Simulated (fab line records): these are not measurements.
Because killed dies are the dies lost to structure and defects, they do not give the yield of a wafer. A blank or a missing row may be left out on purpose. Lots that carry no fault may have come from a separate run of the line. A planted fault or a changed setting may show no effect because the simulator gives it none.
Which of the tools did it? -- flow sky130 -- 13 lots with 39 wafers sampled at 2 steps, on a route of 708 steps

## WHAT THE GAUGES READ, wafer by wafer
Not one reading of a measure or inspect step in the record can be checked against a usual standard deviation.

## TOOL THAT RAN EACH LOT (tool first, then ch and the chambers of the sampled wafers, then the start)
lot,SKY_LDD_LDN_STRIP_12,SKY_PAD_OPEN_PROBE_99
L220,"plasma-asher-01 ch 0,1, day 23 19:14",-
L222,"plasma-asher-04 ch 0,1, day 24 11:31",-
L221,"plasma-asher-04 ch 0,1, day 24 11:47",-
L223,"plasma-asher-01 ch 0,1, day 24 19:50",-
L225,"plasma-asher-01 ch 0,1, day 25 11:59","prober-02, day 47 16:34"
L235,"plasma-asher-01 ch 0,1, day 28 16:41",-
L236,"plasma-asher-01 ch 0,1, day 28 20:55",-
L237,"plasma-asher-01 ch 0,1, day 29 13:46",-
L238,"plasma-asher-03 ch 0,1, day 29 14:04","prober-01, day 50 06:46"
L240,"plasma-asher-04 ch 0,1, day 30 05:56",-
L239,"plasma-asher-03 ch 0,1, day 30 07:20",-
L241,"plasma-asher-03 ch 0,1, day 30 16:14",-
L242,"plasma-asher-04 ch 0,1, day 31 00:10",-
- SKY_LDD_LDN_STRIP_12: strips in O2/N2.
- SKY_PAD_OPEN_PROBE_99

## WHAT THE TOOLS THEMSELVES READ (means of the sampled wafers that have a number; where no wafer has one, the mark that the record gives instead)
SKY_LDD_LDN_STRIP_12. Usual: drypump-motor-current-A 5.6 A, standard deviation 0.38; oes-product-au 0.716 a.u., standard deviation 0.0048; strip-time-to-endpoint-s 14.17 s, standard deviation 0.042.
lot,tool,drypump-motor-current-A (A),oes-product-au (a.u.),strip-time-to-endpoint-s (s),flag
L220,plasma-asher-01,5.9,0.717,14.18,
L222,plasma-asher-04,5.6,0.714,14.14,
L221,plasma-asher-04,5.7,0.715,14.24,
L223,plasma-asher-01,6.0,0.715,14.14,
L225,plasma-asher-01,5.9,0.954,-,OFF
L235,plasma-asher-01,6.0,0.716,14.20,
L236,plasma-asher-01,5.9,0.716,14.21,
L237,plasma-asher-01,5.9,0.720,14.10,
L238,plasma-asher-03,5.1,0.713,14.24,
L240,plasma-asher-04,5.7,0.720,14.19,
L239,plasma-asher-03,5.1,0.719,14.15,
L241,plasma-asher-03,5.1,0.718,14.18,
L242,plasma-asher-04,5.6,0.713,14.16,

SKY_PAD_OPEN_PROBE_99. Usual: killed_at_M0_to_M3 43, standard deviation 7.3; killed_at_M4_up 3.6, standard deviation 1.9; killed-at-contacts 23, standard deviation 5.3; killed-at-front-end 15, standard deviation 4.5; killed-at-other 0.3, standard deviation 0.72; killed-dies 85, standard deviation 9.4; killed-on-rim 17, standard deviation 4.2; killed-open 46, standard deviation 6.7; killed-short 38, standard deviation 6.8.
lot,tool,killed_at_M0_to_M3,killed_at_M4_up,killed-at-contacts,killed-at-front-end,killed-at-other,killed-dies,killed-on-rim,killed-open,killed-short,flag
L225,prober-02,47,3.0,33,408,0.3,492,96,53,45,OFF
L238,prober-01,43,3.3,19,18,0.3,83,18,41,43,

## THE ANSWER, worked out from the rows above alone
Rule: a lot counts as off when the mean over its wafers that have a number is more than 3 standard deviations away from the usual mean. Also off: a lot with no number at a reading for which 4 or more lots have one. The other lots that the step has rows for count as sound. After the gauges, taken in route order, come the tools' own readings; for these a lot's mean is taken, as printed above. At the first step where some lot is off, the reading lying furthest off is the one used; lots without a number count as furthest.
Off: L225 (SKY_LDD_LDN_STRIP_12, strip-time-to-endpoint-s). Without a number there: L225.
A tool fits if, at that step or a process step before it, it ran every lot that is off, and no sound lot after the first of them. No candidate that was tried fits.

## WHAT THE SIMULATOR PUT IN
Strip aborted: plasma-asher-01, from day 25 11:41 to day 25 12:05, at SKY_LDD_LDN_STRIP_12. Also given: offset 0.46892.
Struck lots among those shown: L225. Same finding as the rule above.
